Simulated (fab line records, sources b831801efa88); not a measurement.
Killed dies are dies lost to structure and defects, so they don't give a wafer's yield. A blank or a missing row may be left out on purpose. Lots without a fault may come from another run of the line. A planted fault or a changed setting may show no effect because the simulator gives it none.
Chamber matching | flow sky130 | SKY_VIA1_CMP_02 on cmp-02: 4 sister chambers
The step polishes SiO2. 8 wafers are shown with their chamber, then 11 later ones without.

WAFERS WITH THEIR CHAMBER
wafer  | chamber | motor_current_A (A) | slurry_flow_ml_min
L080.1 | 1       | 14.6                | 150.5
L081.2 | 1       | 14.8                | 149.8
L084.2 | 2       | 11.6                | 150.3
L084.6 | 2       | 11.4                | 150.2
L090.1 | 3       | 10.7                | 150.3
L090.3 | 0       | 16.0                | 149.5
L090.5 | 0       | 14.9                | 150.7
L091.1 | 3       | 10.3                | 149.2

WAFERS WITHOUT THEIR CHAMBER
wafer  | motor_current_A (A) | slurry_flow_ml_min
L091.2 | 15.8                | 150.2
L091.5 | 11.5                | 150.2
L094.3 | 11.2                | 149.7
L094.4 | 10.6                | 150.2
L094.6 | 11.9                | 149.6
L096.1 | 10.2                | 149.5
L096.3 | 14.8                | 149.9
L096.5 | 11.2                | 149.4
L097.2 | 11.2                | 150.2
L097.3 | 14.7                | 149.6
L097.6 | 11.0                | 150.3

WHICH CHAMBER EACH WENT THROUGH
wafer  | from the rows above     | in truth
L091.2 | can't be placed: 0 or 1 | 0
L091.5 | 2                       | 2
L094.3 | can't be placed: 2 or 3 | 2
L094.4 | can't be placed: 3 or 2 | 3
L094.6 | can't be placed: 2 or 3 | 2
L096.1 | 3                       | 3
L096.3 | can't be placed: 1 or 0 | 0
L096.5 | can't be placed: 2 or 3 | 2
L097.2 | can't be placed: 2 or 3 | 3
L097.3 | can't be placed: 1 or 0 | 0
L097.6 | can't be placed: 2 or 3 | 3
Placed correctly: 2 of 11. Can't be placed from these rows: 9 (the true chamber is among the candidates in 9). Placed wrongly: 0.
How it was worked out, from the rows above alone: a wafer's distance from a chamber is the root of the sum, over the readings, of the square of ((its reading less the chamber's mean) divided by the reading's scatter). The wafer belongs to the nearest chamber; if the next one is less than 2 further off, it can't be placed. A chamber's mean is the mean of its shown wafers. The scatter: the root of (the sum of the squares of (reading less its chamber's mean) over the shown wafers, divided by (wafers less chambers)).
